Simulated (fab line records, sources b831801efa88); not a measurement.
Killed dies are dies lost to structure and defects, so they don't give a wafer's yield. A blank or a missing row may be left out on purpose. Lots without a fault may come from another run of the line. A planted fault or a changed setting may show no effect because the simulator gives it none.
fab line records | flow sky130
record lots=5 wafers=15 last_day=49
route steps=708 shown FIELD_ISO@1 PAD_OPEN@708
lots that met no fault: from a run of the same line without faults
start_h: hours from the record's first day to the start of the lot's first wafer shown | wait_h: hours since the lot's step before | " the same as in the row above | L1.1+2: a row that stands for several wafers | - no value, or no start given | * or withheld: withheld | < > ~ a bound
route shown NAME@n: a module of which the file shows steps, and the number in the route of the first | usual: mean/standard deviation of fault-free wafers | same: alike in all rows | chamber/n: place in a boat | sites: the reading at each site | _std_site: their standard deviation | _edge_site: outer sites' mean less inner sites' | radius_mm: how far each site lies from the wafer's centre | mask NAME#n: copy n | behind: the tool/chamber that last shaped the wafer | hold: why the lot was held/for how many hours/how that ended | device: the transistor (n, p or np) that didn't switch | end of line: the same wafers' tests at the end of the route | a step without rows: its recipe alone | killed: dies lost to structure and defects at the first sort, not the wafer's yield | map: a wafer's dies, x killed, . not, _ none there
set.NAME: the setting as run; set.NAME@STEP: as run at that earlier step | model.NAME: the simulator's own value behind a step, which no gauge read
lots at some steps of the route; a table a step, a row a wafer
services: from which hour (start_h, from the record's first day; less than 0 if before it) a tool's chamber was out of use, for how many hours, and why
## steps
# step SKY_FIELD_ISO_BOW_MEAS_00
# recipe mode=bow
# usual INCOMING_BOW=0/6.4
# columns lot.wafer tool chamber start_h wait_h INCOMING_BOW[um]
L905.2 film_metro-03 - 35.02 - 1
L905.4 " - " " -9
L905.5 " - " " 9
L907.3 film_metro-04 - 45.04 - -3
L907.4 " - " " 1
L907.6 " - " " -10
L910.3 film_metro-03 - 60.04 - 8
L910.5 " - " " -4
L910.6 " - " " 4
L915.4 film_metro-03 - 85.06 - 12
L915.5 " - " " 7
L915.6 " - " " -2
L921.2 film_metro-03 - 115.02 - -17
L921.3 " - " " -3
L921.6 " - " " 5
# step SKY_FIELD_ISO_OXIDATION_01
# recipe temp_c=900 ambient=O2 stabilise_s=600 purge_s=300 target_thk_a=120 ox_time_s=1843
# step SKY_FIELD_ISO_THK_MEAS_02
# recipe reads=SiO2_of_FIELD_ISO_OXIDATION_01
# usual FIELD_ISO_OXIDATION_00_THK=12.04/0.2
# columns lot.wafer tool chamber start_h wait_h FIELD_ISO_OXIDATION_00_THK[nm]
L905.2 film_metro-04 - 36.95 0.0 12.15
L905.4 " - " " 11.93
L905.5 " - " " 12.07
L907.3 film_metro-02 - 48.21 0.0 11.83
L907.4 " - " " 11.69
L907.6 " - " " 11.75
L910.3 film_metro-03 - 61.65 0.0 11.96
L910.5 " - " " 11.97
L910.6 " - " " 12.10
L915.4 film_metro-04 - 86.66 0.0 11.93
L915.5 " - " " 12.23
L915.6 " - " " 11.92
L921.2 film_metro-03 - 116.64 0.0 12.13
L921.3 " - " " 11.95
L921.6 " - " " 12.20
# step SKY_FIELD_ISO_CVD_03
# recipe material=Si3N4 precursor=DCS/NH3 target_thk_nm=165 temp_c=770 time_s=2830 pressure_mtorr=250
# usual pressure_mtorr=250.1/0.57 spike_tc_top_C=782/4.9 zone_power_lower_pct=14.0/0.36 zone_power_upper_pct=13.0/0.66
# columns lot.wafer tool chamber start_h wait_h pressure_mtorr spike_tc_top_C zone_power_lower_pct zone_power_upper_pct model.Si3N4_of_FIELD_ISO_CVD_03.thk_nm
L905.2 lpcvd-02 0 37.00 0.0 249.5 786 13.6 13.9 163.4
L905.4 " 0 " " 249.7 788 13.8 13.8 164.2
L905.5 " 0 " " 249.8 788 13.7 13.8 165.4
L907.3 lpcvd-02 1 49.68 1.5 250.0 777 14.3 12.5 165
L907.4 " 1 " " 250.3 779 14.2 12.5 165
L907.6 " 1 " " 250.6 778 14.3 12.4 164.6
L910.3 lpcvd-02 1 62.97 1.3 249.9 777 14.0 12.4 164.8
L910.5 " 1 " " 250.4 778 14.3 12.4 164.1
L910.6 " 1 " " 249.9 778 14.3 12.5 163.8
L915.4 lpcvd-02 1 86.69 0.0 250.2 780 14.4 12.5 162.3
L915.5 " 1 " " 249.6 776 14.4 12.4 163.1
L915.6 " 1 " " 249.7 777 14.3 12.5 161.8
L921.2 lpcvd-02 1 117.87 1.2 300.2 777 14.4 12.3 170.1
L921.3 " 1 " " 300.3 776 14.6 12.6 170.5
L921.6 " 1 " " 299.0 778 14.4 12.5 171.1
# step SKY_FIELD_ISO_THK_MEAS_04
# recipe reads=Si3N4_of_FIELD_ISO_CVD_03
# usual FIELD_ISO_CVD_03_THK=164.6/1.4
# columns lot.wafer tool chamber start_h wait_h FIELD_ISO_CVD_03_THK[nm]
L905.2 film_metro-04 - 38.79 0.0 163.3
L905.4 " - " " 164.3
L905.5 " - " " 165.4
L907.3 film_metro-02 - 51.49 0.0 165.1
L907.4 " - " " 165.0
L907.6 " - " " 164.3
L910.3 film_metro-04 - 64.77 0.0 164.7
L910.5 " - " " 164.2
L910.6 " - " " 163.8
L915.4 film_metro-04 - 88.51 0.0 162.4
L915.5 " - " " 163.1
L915.6 " - " " 161.7
L921.2 film_metro-02 - 119.67 0.0 170.0
L921.3 " - " " 170.5
L921.6 " - " " 171.1
# step SKY_FIELD_ISO_DEHYDRATE_05
# recipe temp_c=200 time_s=60
# step SKY_FIELD_ISO_HMDS_06
# recipe prime_time_s=62.55 prime_temp_c=120
# step SKY_FIELD_ISO_COAT_07
# recipe resist=BARC temp_c=withheld time_s=withheld spin_rpm=3000 resist_thk_nm=60
# step SKY_FIELD_ISO_COAT_08
# recipe resist=KrF-thick spin_rpm=3000 resist_thk_nm=450
# step SKY_FIELD_ISO_SOFTBAKE_09
# recipe temp_c=100 time_s=90 resist=KrF-thick
# step SKY_FIELD_ISO_EXPOSE_10
# recipe mask_id=FOM na=0.68 source_shape=annular sigma_inner=0.4 sigma_outer=0.8 target_cd_nm=150 dose_mj=28
# step SKY_FIELD_ISO_PEB_11
# recipe peb_temp_c=withheld peb_time_s=withheld resist=KrF-thick
# step SKY_FIELD_ISO_DEVELOP_12
# recipe develop_time_s=60 resist=KrF-thick dev_temp_c=21
# step SKY_FIELD_ISO_CD_MEAS_13
# recipe target_cd_nm=150
# usual cd_nm=150.0/1.5
# columns lot.wafer tool chamber start_h wait_h cd_nm
L905.2 cd_sem-01 - 53.87 - 149.9
L905.4 " - " " 148.7
L905.5 " - " " 149.2
L907.3 cd_sem-02 - 67.75 - 149.9
L907.4 " - " " 149.6
L907.6 " - " " 149.4
L910.3 cd_sem-01 - 80.80 - 149.4
L910.5 " - " " 146.9
L910.6 " - " " 148.3
L915.4 cd_sem-01 - 105.72 - 148.9
L915.5 " - " " 149.0
L915.6 " - " " 146.4
L921.2 cd_sem-02 - 138.67 - 148.4
L921.3 " - " " 151.5
L921.6 " - " " 150.0
# step SKY_FIELD_ISO_ETCH_14
# recipe chemistry=N2/H2 target=BARC ion_energy_ev=200 source_w=500 bias_w=100 pressure_mtorr=30 n2_flow_sccm=100 h2_flow_sccm=200 stop_on=SiO2 time_s=45.9 target_depth_a=600
# usual drypump_motor_current_A=5.5/0.44 h2_flow_sccm=200.0/0.59 oes_product_au=0.854/0.0047 throttle_valve_pct=13.224/0.0096
# columns lot.wafer tool chamber start_h wait_h drypump_motor_current_A h2_flow_sccm oes_product_au rf_hours_counter_h throttle_valve_pct
L905.2 rie_diel-02 3 53.97 0.1 5.6 200.5 0.854 104 13.230
L905.4 " 2 " " 6.2 198.7 0.846 19 13.209
L905.5 " 2 " " 6.2 198.9 0.850 - 13.224
L907.3 rie_diel-02 1 67.83 0.1 6.0 200.8 0.859 140 13.230
L907.4 " 0 " " 5.5 200.9 0.860 - 13.210
L907.6 " 3 " " 5.6 199.5 0.851 - 13.203
L910.3 rie_diel-04 2 80.88 0.1 5.4 199.2 0.853 87 13.218
L910.5 " 3 " " 6.2 199.9 0.844 - 13.218
L910.6 " 0 " " 5.1 200.1 0.846 - 13.223
L915.4 rie_diel-01 2 105.78 0.0 5.1 200.3 0.852 2 13.220
L915.5 " 1 " " 5.9 200.3 0.847 - 13.220
L915.6 " 0 " " 5.5 199.5 0.849 - 13.228
L921.2 rie_diel-04 1 138.77 0.1 4.8 200.5 0.856 144 13.221
L921.3 " 0 " " 5.2 199.6 0.867 1 13.216
L921.6 " 0 " " 5.1 199.5 0.853 - 13.224
# step SKY_FIELD_ISO_ETCH_15
# recipe chemistry=CHF3/O2 target_depth_nm=180 stop_on=Si source_w=609.1 bias_w=200 pressure_mtorr=40 chf3_flow_sccm=50 O2_flow_sccm=5 time_s=72
# usual drypump_motor_current_A=5.5/0.44 oes_product_au=0.944/0.0072 throttle_valve_pct=8.843/0.011
# columns lot.wafer tool chamber start_h wait_h drypump_motor_current_A oes_product_au rf_hours_counter_h throttle_valve_pct model.etch.depth_nm
L905.2 rie_diel-02 3 54.01 0.0 5.6 0.945 104 8.843 163.4
L905.4 " 2 " " 6.2 0.930 19 8.850 164.2
L905.5 " 2 " " 6.2 0.947 - 8.844 165.4
L907.3 rie_diel-02 1 67.88 0.0 6.0 0.951 140 8.841 165
L907.4 " 0 " " 5.5 0.949 - 8.850 165
L907.6 " 3 " " 5.6 0.951 - 8.838 164.6
L910.3 rie_diel-04 2 80.93 0.0 5.4 0.945 87 8.823 164.8
L910.5 " 3 " " 6.2 0.938 - 8.861 164.1
L910.6 " 0 " " 5.1 0.938 - 8.837 163.8
L915.4 rie_diel-01 2 105.83 0.0 5.1 0.944 2 8.833 162.3
L915.5 " 1 " " 5.9 0.946 - 8.848 163.1
L915.6 " 0 " " 5.5 0.938 - 8.833 161.8
L921.2 rie_diel-04 1 138.81 0.0 4.8 0.960 144 8.839 170.1
L921.3 " 0 " " 5.1 0.965 1 8.843 170.5
L921.6 " 0 " " 5.1 0.971 - 8.850 171.1
# step SKY_FIELD_ISO_STRIP_16
# recipe chemistry=O2/N2 power_w=1400 pressure_mtorr=1500 platen_temp_c=withheld o2_flow_sccm=3000 n2_flow_sccm=300 overash_fraction=0.5
# usual drypump_motor_current_A=5.7/0.54 o2_flow_sccm=2998/9.7 oes_product_au=0.377/0.0044 strip_time_to_endpoint_s=3.532/0.024
# columns lot.wafer tool chamber start_h wait_h drypump_motor_current_A o2_flow_sccm oes_product_au rf_hours_counter_h strip_time_to_endpoint_s
L905.2 plasma_asher-03 1 54.07 0.0 4.7 2975 0.380 37 3.533
L905.4 " 1 " " 4.6 2993 0.388 - 3.531
L905.5 " 0 " " 5.7 3002 0.375 - 3.513
L907.3 plasma_asher-04 0 67.97 0.1 6.3 2996 0.380 - 3.502
L907.4 " 1 " " 5.5 3002 0.376 - 3.537
L907.6 " 0 " " 6.3 3001 0.367 - 3.487
L910.3 plasma_asher-02 1 81.02 0.1 5.8 3017 0.378 - 3.553
L910.5 " 1 " " 5.9 3010 0.382 - 3.517
L910.6 " 0 " " 6.2 2999 0.379 - 3.532
L915.4 plasma_asher-03 0 105.91 0.1 5.7 3008 0.380 - 3.548
L915.5 " 1 " " 4.7 2985 0.377 - 3.541
L915.6 " 0 " " 5.7 3001 0.367 - 3.539
L921.2 plasma_asher-02 0 138.87 0.0 6.2 3005 0.379 48 3.543
L921.3 " 0 " " 6.2 2990 0.380 - 3.550
L921.6 " 0 " " 6.2 2989 0.377 - 3.563
# step SKY_FIELD_ISO_ETCH_17
# recipe target_depth_a=3420 mask_material=Si3N4 chemistry=HBr/Cl2/O2 target=Si taper_deg=5 icp_w=600 bias_w=150 pressure_mtorr=15 HBr_flow_sccm=150 Cl2_flow_sccm=40 O2_flow_sccm=6 time_s=97.7
# usual HBr_flow_sccm=150.0/0.45 drypump_motor_current_A=5.48/0.3 mfc_cl2_sccm=40.00/0.11 oes_product_au=1.001/0.0074 throttle_valve_pct=25.656/0.0096
# columns lot.wafer tool chamber start_h wait_h HBr_flow_sccm drypump_motor_current_A mfc_cl2_sccm oes_product_au rf_hours_counter_h throttle_valve_pct
L905.2 rie_si-02 3 54.17 0.1 150.2 5.71 40.01 1.012 128 25.653
L905.4 " 2 " " 149.8 5.17 40.04 1.011 58 25.648
L905.5 " 2 " " 149.7 5.20 39.89 1.017 - 25.638
L907.3 rie_si-02 3 68.03 0.0 150.6 5.65 40.20 1.008 128 25.650
L907.4 " 1 " " 150.5 5.34 40.12 1.002 82 25.678
L907.6 " 0 " " 150.4 5.44 39.98 0.986 - 25.653
L910.3 rie_si-01 1 81.08 0.0 150.3 6.02 39.83 1.005 135 25.653
L910.5 " 1 " " 149.6 6.05 40.12 1.000 - 25.660
L910.6 " 2 " " 150.3 5.30 40.03 0.992 - 25.662
L915.4 rie_si-02 3 105.98 0.0 150.0 5.70 40.10 1.001 129 25.653
L915.5 " 2 " " 149.8 5.15 39.96 1.009 - 25.643
L915.6 " 3 " " 150.5 5.66 40.12 1.006 - 25.647
L921.2 rie_si-02 3 138.97 0.1 150.2 5.66 39.96 1.005 129 25.654
L921.3 " 2 " " 149.7 5.18 39.85 1.002 58 25.662
L921.6 " 1 " " 150.0 5.31 39.92 1.009 - 25.656
# step SKY_FIELD_ISO_WET_ETCH_18
# recipe chemistry=H3PO4 target_depth_nm=25 temp_c=160 target=Si3N4 time_s=286
# step SKY_FIELD_ISO_CLEAN_19
# recipe chemistry=SC1/SC2 mix=1:4:20 temp_c=70 time_s=150
# step SKY_FIELD_ISO_CLEAN_20
# recipe chemistry=dHF time_s=20 dilution=100:1
# step SKY_FIELD_ISO_WET_ETCH_21
# recipe chemistry=dHF dilution=100:1 target_depth_nm=20 dry=ipa_marangoni target=SiO2 temp_c=25 time_s=400
# step SKY_FIELD_ISO_OXIDATION_22
# recipe temp_c=950 ambient=O2 stabilise_s=600 purge_s=300 target_thk_a=100 ox_time_s=623
# step SKY_FIELD_ISO_THK_MEAS_23
# recipe reads=SiO2_of_FIELD_ISO_OXIDATION_22
# usual FIELD_ISO_OXIDATION_01_THK=10.08/0.2
# columns lot.wafer tool chamber start_h wait_h FIELD_ISO_OXIDATION_01_THK[nm]
L905.2 film_metro-03 - 56.28 0.0 9.77
L905.4 " - " " 9.69
L905.5 " - " " 9.76
L907.3 film_metro-04 - 71.03 0.0 10.16
L907.4 " - " " 10.00
L907.6 " - " " 10.05
L910.3 film_metro-04 - 83.30 0.0 9.89
L910.5 " - " " 9.79
L910.6 " - " " 9.86
L915.4 film_metro-03 - 107.90 0.0 10.27
L915.5 " - " " 10.33
L915.6 " - " " 10.37
L921.2 film_metro-03 - 140.55 0.0 10.07
L921.3 " - " " 10.17
L921.6 " - " " 9.94
# step SKY_FIELD_ISO_CVD_24
# recipe material=SiO2 target_thk_nm=595 temp_c=650 sigma_open_frac=0.3 time_s=99.2 sih4_flow_sccm=60 pressure_mtorr=6
# step SKY_FIELD_ISO_THK_MEAS_25
# recipe reads=SiO2_of_FIELD_ISO_CVD_24
# usual FIELD_ISO_CVD_24_THK=596/5.8
# columns lot.wafer tool chamber start_h wait_h FIELD_ISO_CVD_24_THK[nm]
L905.2 film_metro-03 - 56.44 0.1 594
L905.4 " - " " 600
L905.5 " - " " 599
L907.3 film_metro-04 - 71.16 0.1 596
L907.4 " - " " 603
L907.6 " - " " 596
L910.3 film_metro-03 - 83.43 0.1 609
L910.5 " - " " 599
L910.6 " - " " 606
L915.4 film_metro-04 - 108.04 0.0 594
L915.5 " - " " 591
L915.6 " - " " 595
L921.2 film_metro-04 - 140.68 0.0 591
L921.3 " - " " 599
L921.6 " - " " 585
# step SKY_FIELD_ISO_ANNEAL_26
# recipe temp_c=1000 time_s=1800 ambient=N2
# step SKY_FIELD_ISO_CMP_27
# recipe stop_on=Si3N4 t_overpolish_s=16 down_force_psi=4 platen_rpm=60 target_thk_nm=457.8 pad_velocity_m_s=0.94248
# usual motor_current_A=11.4/1.1 retaining_ring_pressure_frac=1.000/0.0052
# columns lot.wafer tool chamber start_h wait_h motor_current_A retaining_ring_pressure_frac
L905.4 cmp-02 1 59.30 0.0 11.1 1.002
L905.2 " 3 " " 12.0 1.002
L905.5 " 1 " " 11.5 1.003
L907.3 cmp-01 0 73.92 0.0 13.2 1.006
L907.4 " 1 " " 9.4 0.997
L907.6 " 1 " " 9.9 1.001
L910.3 cmp-01 0 86.27 0.1 12.8 1.000
L910.5 " 2 " " 11.1 1.003
L910.6 " 3 " " 12.4 1.004
L915.4 cmp-02 3 110.43 0.0 12.3 1.002
L915.6 " 3 " " 11.6 0.999
L915.5 " 0 " " 11.2 1.000
L921.3 cmp-02 1 142.33 0.1 12.0 1.005
L921.2 " 2 " " 9.8 0.993
L921.6 " 3 " " 12.4 1.006
# step SKY_FIELD_ISO_WET_ETCH_28
# recipe chemistry=dHF target_depth_nm=23.7 target=SiO2 dilution=10:1 temp_c=25 time_s=47
# columns lot.wafer tool chamber start_h wait_h model.Si3N4_of_FIELD_ISO_CVD_03.thk_nm
L905.2 wet_bench-01 1 59.60 0.1 117.1
L905.4 " 1 " " 117.7
L905.5 " 1 " " 119
L907.3 wet_bench-01 3 74.22 0.2 118.9
L907.4 " 3 " " 118.7
L907.6 " 3 " " 118.8
L910.3 wet_bench-01 0 86.47 0.1 118.8
L910.5 " 0 " " 118.1
L910.6 " 0 " " 117.9
L915.4 wet_bench-03 3 110.73 0.2 115.2
L915.5 " 3 " " 115.9
L915.6 " 3 " " 114.5
L921.2 wet_bench-03 3 142.53 0.1 123.8
L921.3 " 3 " " 124.3
L921.6 " 3 " " 125
# step SKY_FIELD_ISO_WET_ETCH_29
# recipe chemistry=H3PO4 target_depth_nm=160 target=Si3N4 temp_c=160 time_s=1825
# step SKY_PAD_OPEN_PROBE_99
# usual killed_at_M0_to_M3=43/6.9 killed_at_M4_up=3.2/2 killed_at_contacts=25/5.1 killed_at_front_end=15/4.5 killed_at_other=0.2/0.51 killed_dies=85/9.5 killed_open=48/6.9 killed_short=38/6.7
# same gross_dies=492 killed_at_back_side=0
# columns lot.wafer tool chamber start_h wait_h killed_at_M0_to_M3 killed_at_M4_up killed_at_contacts killed_at_front_end killed_at_other killed_dies killed_open killed_short model.etest.field_n.vt_v model.etest.sram_nfet_pass.off_log10_a_um
L905.2 prober-01 - 1101.44 0.1 49 2 36 15 0 102 54 48 36.26 -12.68
L905.4 prober-01 - 1101.54 0.2 45 3 30 11 0 89 48 41 36.56 -12.74
L905.5 prober-01 - 1101.59 0.2 45 5 25 4 1 80 49 31 36.46 -12.58
L907.3 prober-01 - 1123.11 0.2 47 2 27 18 0 94 59 35 35.54 -12.38
L907.4 prober-01 - 1123.16 0.2 46 3 24 11 0 84 48 36 35.76 -12.3
L907.6 prober-01 - 1123.26 0.2 53 1 15 19 0 88 49 39 35.55 -12.91
L910.3 prober-02 - 1132.32 0.2 49 2 21 9 0 81 40 41 35.2 -12.74
L910.5 prober-02 - 1132.42 0.2 42 1 29 14 0 86 51 35 35.41 -12.45
L910.6 prober-02 - 1132.47 0.2 45 3 29 16 1 94 49 45 35.14 -12.52
L915.4 prober-01 - 1159.37 0.2 51 6 23 22 0 102 47 55 35.87 -12.41
L915.5 prober-01 - 1159.42 0.2 53 5 17 9 0 84 40 44 36.38 -12.81
L915.6 prober-01 - 1159.47 0.2 44 4 19 10 0 77 40 37 35.97 -12.53
L921.2 prober-01 - 1187.33 0.1 45 2 29 17 0 93 54 39 36.35 -12.96
L921.3 prober-01 - 1187.38 0.2 35 3 26 20 0 84 51 33 36.18 -12.83
L921.6 prober-01 - 1187.53 0.2 48 3 28 8 0 87 46 41 36.4 -12.7
# killed by level:class
L905.2 CONTACT:geometric_particle:open=11 LI_CONTACT:geometric_particle:open=10 VIA1:geometric_particle:open=8 VIA2:geometric_particle:open=8 CONTACT:geometric_particle:short=7 METAL1:geometric_particle:short=7 METAL3:geometric_particle:short=6 METAL2:geometric_particle:short=5
L905.4 VIA1:geometric_particle:open=8 VIA3:geometric_particle:open=8 LI_CONTACT:geometric_particle:open=8 LOCAL_INTERCONNECT:geometric_particle:short=7 CONTACT:geometric_particle:open=7 CONTACT:geometric_particle:short=5 VIA1:geometric_particle:short=5 VIA2:geometric_particle:open=5
L905.5 VIA1:geometric_particle:open=16 CONTACT:geometric_particle:open=10 VIA2:geometric_particle:open=7 LI_CONTACT:geometric_particle:open=5 VIA3:geometric_particle:open=5 LOCAL_INTERCONNECT:geometric_particle:short=4 CONTACT:geometric_particle:short=4 VIA1:geometric_particle:short=3
L907.3 VIA1:geometric_particle:open=13 LI_CONTACT:geometric_particle:open=9 CONTACT:geometric_particle:open=9 POLY_GATE:geometric_particle:open=6 VIA2:geometric_particle:open=6 FIELD_ISO:geometric_particle:open=5 VIA3:geometric_particle:open=5 LOCAL_INTERCONNECT:geometric_particle:short=4
L907.4 VIA1:geometric_particle:open=10 VIA3:geometric_particle:open=9 CONTACT:geometric_particle:open=8 LI_CONTACT:geometric_particle:open=8 CONTACT:geometric_particle:short=7 METAL1:geometric_particle:short=6 VIA2:geometric_particle:open=6 VIA1:geometric_particle:short=4
L907.6 VIA3:geometric_particle:open=12 CONTACT:geometric_particle:open=9 METAL2:geometric_particle:short=9 VIA1:geometric_particle:open=8 FIELD_ISO:geometric_particle:short=7 METAL1:geometric_particle:short=6 VIA2:geometric_particle:open=6 FIELD_ISO:geometric_particle:open=4
L910.3 VIA1:geometric_particle:open=10 METAL1:geometric_particle:short=8 CONTACT:geometric_particle:open=8 VIA3:geometric_particle:open=8 VIA1:geometric_particle:short=6 METAL2:geometric_particle:short=6 LI_CONTACT:geometric_particle:open=4 LOCAL_INTERCONNECT:geometric_particle:short=4
L910.5 VIA1:geometric_particle:open=10 CONTACT:geometric_particle:open=10 LI_CONTACT:geometric_particle:open=7 CONTACT:geometric_particle:short=6 VIA1:geometric_particle:short=6 VIA2:geometric_particle:open=6 POLY_GATE:geometric_particle:open=5 VIA3:geometric_particle:open=5
L910.6 METAL2:geometric_particle:short=9 LI_CONTACT:geometric_particle:open=8 VIA1:geometric_particle:open=8 CONTACT:geometric_particle:open=7 FIELD_ISO:geometric_particle:open=6 LOCAL_INTERCONNECT:geometric_particle:short=6 VIA3:geometric_particle:open=6 CONTACT:geometric_particle:short=5
L915.4 METAL1:geometric_particle:short=10 POLY_GATE:geometric_particle:short=9 LI_CONTACT:geometric_particle:open=9 VIA1:geometric_particle:open=7 VIA2:geometric_particle:open=7 LOCAL_INTERCONNECT:geometric_particle:short=5 METAL2:geometric_particle:short=5 VIA1:geometric_particle:short=5
L915.5 VIA1:geometric_particle:open=8 VIA3:geometric_particle:open=7 METAL1:geometric_particle:short=7 CONTACT:geometric_particle:short=6 VIA1:geometric_particle:short=6 METAL2:geometric_particle:short=6 VIA2:geometric_particle:open=6 LI_CONTACT:geometric_particle:open=5
L915.6 METAL2:geometric_particle:short=9 VIA2:geometric_particle:open=8 LI_CONTACT:geometric_particle:open=7 VIA1:geometric_particle:open=7 FIELD_ISO:geometric_particle:open=6 CONTACT:geometric_particle:short=6 VIA3:geometric_particle:open=5 METAL1:geometric_particle:short=4
L921.2 LI_CONTACT:geometric_particle:open=10 VIA1:geometric_particle:open=9 VIA2:geometric_particle:open=8 METAL2:geometric_particle:short=7 VIA3:geometric_particle:open=7 CONTACT:geometric_particle:short=6 CONTACT:geometric_particle:open=6 POLY_GATE:geometric_particle:open=5
L921.3 CONTACT:geometric_particle:open=11 LI_CONTACT:geometric_particle:open=7 FIELD_ISO:geometric_particle:open=5 POLY_GATE:geometric_particle:short=5 METAL2:geometric_particle:open=5 VIA1:geometric_particle:open=5 VIA2:geometric_particle:short=5 VIA2:geometric_particle:open=5
L921.6 VIA3:geometric_particle:open=10 CONTACT:geometric_particle:open=9 VIA2:geometric_particle:open=9 METAL3:geometric_particle:short=7 CONTACT:geometric_particle:short=7 LI_CONTACT:geometric_particle:open=5 METAL1:geometric_particle:short=5 VIA1:geometric_particle:open=5
## services
# columns tool chamber start_h hours kind
rie_diel-02 - 21.26 0.7 repair
cmp-01 - 23.85 0.3 repair
rie_diel-04 0 48.50 - clean
rie_diel-04 0 48.50 25.3 scheduled_down
plasma_asher-02 - 51.34 2.8 pm
plasma_asher-04 - 53.55 1.7 repair
cmp-02 - 64.00 4.0 pm
rie_diel-02 2 66.44 6.4 repair
rie_diel-04 1 66.59 4.6 repair
rie_diel-01 - 80.57 1.0 repair
rie_diel-04 2 85.06 5.1 repair
cmp-02 - 89.13 0.5 repair
lpcvd-02 - 90.58 2.8 pm
wet_bench-01 - 92.89 1.4 repair
rie_diel-04 2 97.89 1.2 repair
cmp-01 - 99.72 0.6 repair
rie_diel-02 3 103.58 15.3 repair
cmp-02 - 105.47 0.5 repair
plasma_asher-03 - 108.75 9.0 pm
cmp-01 - 120.43 2.0 repair
plasma_asher-03 - 122.81 2.5 repair
rie_diel-02 2 133.78 7.9 repair
rie_diel-01 1 136.83 4.5 repair
rie_diel-01 2 138.57 4.1 repair
## key
first_sign step=SKY_FIELD_ISO_CVD_03 reading=pressure_mtorr direction=up sigmas=87 usual=250.1 struck=299.8
effect step=SKY_FIELD_ISO_THK_MEAS_04 reading=FIELD_ISO_CVD_03_THK direction=up sigmas=4.3 usual=164.6 struck=170.6
effect step=SKY_FIELD_ISO_ETCH_15 reading=oes_product_au direction=up sigmas=2.9 usual=0.944 struck=0.965
model_effect step=SKY_FIELD_ISO_CVD_03 value=Si3N4_of_FIELD_ISO_CVD_03.thk_nm without=161.3 struck=170.6
model_effect step=SKY_FIELD_ISO_ETCH_15 value=etch.depth_nm without=161.3 struck=170.6
model_effect step=SKY_FIELD_ISO_WET_ETCH_28 value=Si3N4_of_FIELD_ISO_CVD_03.thk_nm without=115.1 struck=124.4
model_effect step=SKY_PAD_OPEN_PROBE_99 value=etest.field_n.vt_v without=35.37 struck=36.31
met_at SKY_FIELD_ISO_CVD_03
struck_wafers L921.2,L921.3,L921.6
tester_left_out L921
onset_between 86.69 117.87
fault kind=process_parameter_drift tool=lpcvd-02 chamber=1 onset_h=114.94 steps=SKY_FIELD_ISO_CVD_03 channel=pressure_mtorr offset=50 shape=step end_h=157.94 acts_in=these_recipes_only stated=250
# tester_left_out: of these lots the tester's yield and bins aren't shown, on N5 and GAA mostly nor the transistor test; their killed dies are dies lost to structure and defects alone, not to doping, threshold or leakage, so they don't give the yield
